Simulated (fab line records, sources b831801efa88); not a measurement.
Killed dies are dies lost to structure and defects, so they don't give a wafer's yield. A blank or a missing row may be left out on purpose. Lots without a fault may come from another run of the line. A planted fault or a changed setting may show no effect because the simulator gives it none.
fab line records | flow sky130
record lots=5 wafers=15 last_day=50
route steps=708 shown FIELD_ISO@6 PAD_OPEN@708
lots that met no fault: from a run of the same line without faults
start_h: hours from the record's first day to the start of the lot's first wafer shown | wait_h: hours since the lot's step before | " the same as in the row above | L1.1+2: a row that stands for several wafers | - no value, or no start given | * or withheld: withheld | < > ~ a bound
route shown NAME@n: a module of which the file shows steps, and the number in the route of the first | usual: mean/standard deviation of fault-free wafers | same: alike in all rows | chamber/n: place in a boat | sites: the reading at each site | _std_site: their standard deviation | _edge_site: outer sites' mean less inner sites' | radius_mm: how far each site lies from the wafer's centre | mask NAME#n: copy n | behind: the tool/chamber that last shaped the wafer | hold: why the lot was held/for how many hours/how that ended | device: the transistor (n, p or np) that didn't switch | end of line: the same wafers' tests at the end of the route | a step without rows: its recipe alone | killed: dies lost to structure and defects at the first sort, not the wafer's yield | map: a wafer's dies, x killed, . not, _ none there
set.NAME: the setting as run; set.NAME@STEP: as run at that earlier step | model.NAME: the simulator's own value behind a step, which no gauge read
lots at some steps of the route; a table a step, a row a wafer
services: from which hour (start_h, from the record's first day; less than 0 if before it) a tool's chamber was out of use, for how many hours, and why
## steps
# step SKY_FIELD_ISO_DEHYDRATE_05
# recipe temp_c=200 time_s=60
# step SKY_FIELD_ISO_HMDS_06
# recipe prime_time_s=60 prime_temp_c=120
# step SKY_FIELD_ISO_COAT_07
# recipe resist=BARC temp_c=withheld time_s=withheld spin_rpm=3000 resist_thk_nm=60
# step SKY_FIELD_ISO_COAT_08
# recipe resist=KrF-thick spin_rpm=3000 resist_thk_nm=450
# step SKY_FIELD_ISO_SOFTBAKE_09
# recipe temp_c=100.9 time_s=90 resist=KrF-thick
# step SKY_FIELD_ISO_EXPOSE_10
# recipe mask_id=FOM na=0.68 source_shape=annular sigma_inner=0.4 sigma_outer=0.8 target_cd_nm=150 dose_mj=28
# step SKY_FIELD_ISO_PEB_11
# recipe peb_temp_c=withheld peb_time_s=withheld resist=KrF-thick
# step SKY_FIELD_ISO_DEVELOP_12
# recipe develop_time_s=60 resist=KrF-thick dev_temp_c=21
# step SKY_FIELD_ISO_CD_MEAS_13
# recipe target_cd_nm=150
# usual cd_nm=150.4/1.3
# columns lot.wafer tool chamber start_h wait_h cd_nm
L267.2 cd_sem-01 - 34.52 - 151.7
L267.4 " - " " 150.5
L267.6 " - " " 151.0
L272.1 cd_sem-01 - 59.58 - 152.2
L272.2 " - " " 151.9
L272.5 " - " " 150.4
L280.1 cd_sem-02 - 104.17 - 149.5
L280.4 " - " " 148.3
L280.6 " - " " 148.0
L282.3 cd_sem-02 - 112.17 - 148.1
L282.5 " - " " 148.3
L282.6 " - " " 149.4
L287.3 cd_sem-01 - 137.94 - 148.9
L287.4 " - " " 149.6
L287.6 " - " " 149.4
# step SKY_FIELD_ISO_ETCH_14
# recipe chemistry=N2/H2 target=BARC ion_energy_ev=200 source_w=500 bias_w=100 pressure_mtorr=30 n2_flow_sccm=100 h2_flow_sccm=200 stop_on=SiO2 time_s=45.9 target_depth_a=600
# usual bias_w=100.0/0.31 drypump_motor_current_A=5.5/0.41 oes_product_au=0.854/0.005 throttle_valve_pct=13.225/0.0086
# columns lot.wafer tool chamber start_h wait_h bias_w drypump_motor_current_A oes_product_au rf_hours_counter_h throttle_valve_pct
L267.2 rie_diel-02 0 34.62 0.1 99.6 5.7 0.856 5 13.233
L267.4 " 1 " " 99.6 6.4 0.855 36 13.216
L267.6 " 1 " " 99.3 6.3 0.847 - 13.201
L272.1 rie_diel-02 3 59.70 0.1 100.2 5.4 0.855 13 13.231
L272.2 " 0 " " 100.3 5.7 0.847 5 13.210
L272.5 " 3 " " 100.6 5.4 0.851 - 13.225
L280.1 rie_diel-02 2 104.29 0.1 99.8 5.8 0.851 2 13.227
L280.4 " 0 " " 99.7 5.7 0.859 - 13.226
L280.6 " 2 " " 99.8 5.7 0.850 - 13.221
L282.3 rie_diel-04 0 112.25 0.1 99.8 5.5 0.844 55 13.226
L282.5 " 3 " " 99.8 4.8 0.848 - 13.231
L282.6 " 2 " " 99.6 5.7 0.858 - 13.220
L287.3 rie_diel-01 0 138.02 0.1 99.9 5.9 0.846 2 13.230
L287.4 " 2 " " 99.7 5.8 0.858 70 13.222
L287.6 " 2 " " 100.3 5.8 0.849 - 13.212
# step SKY_FIELD_ISO_ETCH_15
# recipe chemistry=CHF3/O2 target_depth_nm=180 stop_on=Si source_w=600 bias_w=200 pressure_mtorr=40 chf3_flow_sccm=50 O2_flow_sccm=5 time_s=72
# usual bias_w=200.0/0.63 drypump_motor_current_A=5.5/0.41 oes_product_au=0.944/0.007 throttle_valve_pct=8.845/0.0095
# columns lot.wafer tool chamber start_h wait_h bias_w drypump_motor_current_A oes_product_au rf_hours_counter_h throttle_valve_pct
L267.2 rie_diel-02 0 34.66 0.0 199.9 5.7 0.943 5 8.856
L267.4 " 1 " " 200.9 6.4 0.928 36 8.836
L267.6 " 1 " " 200.6 6.4 0.942 - 8.850
L272.1 rie_diel-02 3 59.74 0.0 199.2 5.4 0.941 13 8.839
L272.2 " 0 " " 200.4 5.7 0.947 6 8.840
L272.5 " 3 " " 199.3 5.4 0.936 - 8.850
L280.1 rie_diel-02 2 104.34 0.0 200.6 5.8 0.958 2 8.841
L280.4 " 0 " " 199.8 5.7 0.943 - 8.844
L280.6 " 2 " " 200.1 5.8 0.953 - 8.851
L282.3 rie_diel-04 0 112.29 0.0 200.1 5.5 0.943 55 8.840
L282.5 " 3 " " 201.1 4.8 0.953 - 8.852
L282.6 " 2 " " 200.5 5.7 0.937 - 8.823
L287.3 rie_diel-01 0 138.06 0.0 199.3 5.9 0.951 2 8.829
L287.4 " 2 " " 199.9 5.8 0.934 70 8.852
L287.6 " 2 " " 200.3 5.8 0.945 - 8.837
# step SKY_FIELD_ISO_STRIP_16
# recipe chemistry=O2/N2 power_w=1400 pressure_mtorr=1500 platen_temp_c=withheld o2_flow_sccm=3000 n2_flow_sccm=300 overash_fraction=0.5
# usual drypump_motor_current_A=5.60/0.3 oes_product_au=0.378/0.0049 strip_time_to_endpoint_s=3.549/0.028
# columns lot.wafer tool chamber start_h wait_h drypump_motor_current_A oes_product_au rf_hours_counter_h strip_time_to_endpoint_s
L267.2 plasma_asher-03 0 34.71 0.0 5.44 0.383 35 3.564
L267.4 " 1 " " 5.15 0.377 - 3.503
L267.6 " 1 " " 5.18 0.376 - 3.536
L272.1 plasma_asher-03 1 59.80 0.0 5.13 0.383 38 3.549
L272.2 " 0 " " 5.43 0.369 38 3.575
L272.5 " 1 " " 5.14 0.379 - 3.571
L280.1 plasma_asher-01 0 104.39 0.0 6.07 0.379 30 3.511
L280.4 " 1 " " 5.62 0.377 - 3.516
L280.6 " 0 " " 6.10 0.369 - 3.521
L282.3 plasma_asher-02 1 112.38 0.1 5.53 0.379 - 3.536
L282.5 " 1 " " 5.54 0.371 - 3.540
L282.6 " 0 " " 5.65 0.381 - 3.528
L287.3 plasma_asher-01 1 138.15 0.1 5.58 0.381 - 3.570
L287.4 " 0 " " 6.07 0.379 - 3.522
L287.6 " 0 " " 6.08 0.386 - 3.512
# step SKY_FIELD_ISO_ETCH_17
# recipe target_depth_a=3420 mask_material=Si3N4 chemistry=HBr/Cl2/O2 target=Si taper_deg=5 icp_w=600 bias_w=150 pressure_mtorr=15 HBr_flow_sccm=150 Cl2_flow_sccm=40 O2_flow_sccm=6 time_s=97.7
# usual bias_w=150.0/0.46 drypump_motor_current_A=5.5/0.46 mfc_cl2_sccm=39.99/0.1 oes_product_au=1.005/0.0086 throttle_valve_pct=25.652/0.011
# columns lot.wafer tool chamber start_h wait_h bias_w drypump_motor_current_A mfc_cl2_sccm oes_product_au rf_hours_counter_h throttle_valve_pct model.FIELD_ISO.feature_depth_nm model.etch.depth_nm
L267.2 rie_si-02 2 34.81 0.1 150.1 5.6 40.14 1.005 1 25.640 347 347
L267.4 " 0 " " 149.3 6.1 40.06 1.010 141 25.646 346.2 346.2
L267.6 " 2 " " 150.9 5.6 39.95 1.018 - 25.648 349 349
L272.1 rie_si-01 3 59.90 0.1 149.8 5.8 40.05 1.012 146 25.641 346 346
L272.2 " 0 " " 149.7 6.1 40.05 1.003 0 25.645 344.5 344.5
L272.5 " 0 " " 150.0 6.1 40.07 1.017 - 25.639 350.4 350.4
L280.1 rie_si-01 1 104.49 0.1 163.0 4.8 40.20 1.020 4 25.645 350.9 350.9
L280.4 " 1 " " 162.7 4.9 40.01 1.023 - 25.641 356 356
L280.6 " 0 " " 149.4 6.1 39.93 1.007 - 25.647 343.8 343.8
L282.3 rie_si-02 1 112.45 0.0 149.2 5.6 39.98 1.001 88 25.636 344.7 344.7
L282.5 " 1 " " 149.8 5.6 39.96 1.013 - 25.659 348.2 348.2
L282.6 " 0 " " 149.7 6.1 40.00 1.005 - 25.641 347.7 347.7
L287.3 rie_si-02 2 138.21 0.0 149.6 5.6 40.01 1.006 2 25.652 348 348
L287.4 " 1 " " 150.3 5.6 39.90 1.008 88 25.667 344.6 344.6
L287.6 " 2 " " 149.7 5.6 40.00 1.007 - 25.644 345 345
# step SKY_FIELD_ISO_WET_ETCH_18
# recipe chemistry=H3PO4 target_depth_nm=25 temp_c=160 target=Si3N4 time_s=286
# step SKY_PAD_OPEN_PROBE_99
# usual killed_at_M0_to_M3=43/7.6 killed_at_M4_up=2.9/1.9 killed_at_contacts=24/5 killed_at_front_end=15/4.3 killed_at_other=0.3/0.54 killed_dies=85/10 killed_open=47/7 killed_short=38/6.4
# same gross_dies=492 killed_at_back_side=0
# columns lot.wafer tool chamber start_h wait_h killed_at_M0_to_M3 killed_at_M4_up killed_at_contacts killed_at_front_end killed_at_other killed_dies killed_open killed_short
L280.1 prober-01 - 1169.39 0.1 33 5 31 20 0 89 51 38
L280.4 prober-01 - 1169.54 0.2 42 1 28 10 0 81 48 33
L280.6 prober-01 - 1169.64 0.2 56 1 23 13 0 93 57 36
# killed by level:class
L280.1 LI_CONTACT:geometric_particle:open=11 CONTACT:geometric_particle:open=10 FIELD_ISO:geometric_particle:open=6 VIA1:geometric_particle:open=6 METAL4:geometric_particle:short=5 METAL1:geometric_particle:short=5 LOCAL_INTERCONNECT:geometric_particle:short=4 METAL2:geometric_particle:short=4
L280.4 VIA1:geometric_particle:open=13 CONTACT:geometric_particle:open=7 METAL1:geometric_particle:short=7 LI_CONTACT:geometric_particle:open=6 CONTACT:geometric_particle:short=6 VIA2:geometric_particle:open=6 LI_CONTACT:geometric_particle:short=4 VIA3:geometric_particle:open=4
L280.6 VIA1:geometric_particle:open=13 CONTACT:geometric_particle:open=11 VIA2:geometric_particle:open=11 METAL2:geometric_particle:short=6 VIA1:geometric_particle:short=6 VIA3:geometric_particle:open=6 METAL1:geometric_particle:short=5 LI_CONTACT:geometric_particle:open=4
## services
# columns tool chamber start_h hours kind
rie_diel-04 1 12.35 17.2 repair
rie_si-01 0 20.68 - clean
rie_si-01 0 20.68 11.2 scheduled_down
rie_si-01 0 20.68 11.2 vent_cycle
rie_diel-01 0 27.21 - clean
rie_diel-01 0 27.21 20.1 scheduled_down
rie_diel-01 0 27.21 20.1 vent_cycle
rie_diel-04 - 28.80 2.6 repair
rie_diel-01 - 59.71 14.6 pm
rie_si-01 0 62.30 11.2 repair
rie_si-01 - 65.72 2.8 pm
rie_diel-01 2 75.54 3.0 repair
rie_si-01 3 98.11 - clean
rie_si-01 3 98.11 20.0 scheduled_down
rie_si-01 3 98.11 20.0 vent_cycle
rie_diel-02 1 99.59 7.0 repair
plasma_asher-03 - 108.75 9.0 pm
rie_si-02 0 117.33 - clean
rie_si-02 0 117.33 18.9 scheduled_down
rie_si-02 0 117.33 18.9 vent_cycle
plasma_asher-03 - 131.76 2.7 repair
rie_diel-01 - 131.82 0.2 repair
rie_diel-02 2 135.67 7.2 repair
rie_diel-04 0 135.98 2.5 repair
## key
first_sign step=SKY_FIELD_ISO_ETCH_17 reading=bias_w direction=up sigmas=28 usual=150.0 struck=162.9
effect none on later readings
model_effect step=SKY_FIELD_ISO_ETCH_17 value=FIELD_ISO.feature_depth_nm without=347.1 struck=353.4
met_at SKY_FIELD_ISO_ETCH_17
struck_wafers L280.1,L280.4
tester_left_out L280
fault kind=process_parameter_drift tool=rie_si-01 chamber=1 onset_h=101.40 steps=SKY_FIELD_ISO_ETCH_17 channel=bias_w offset=13.592 shape=step end_h=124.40 acts_in=these_recipes_only stated=150
# tester_left_out: of these lots the tester's yield and bins aren't shown, on N5 and GAA mostly nor the transistor test; their killed dies are dies lost to structure and defects alone, not to doping, threshold or leakage, so they don't give the yield
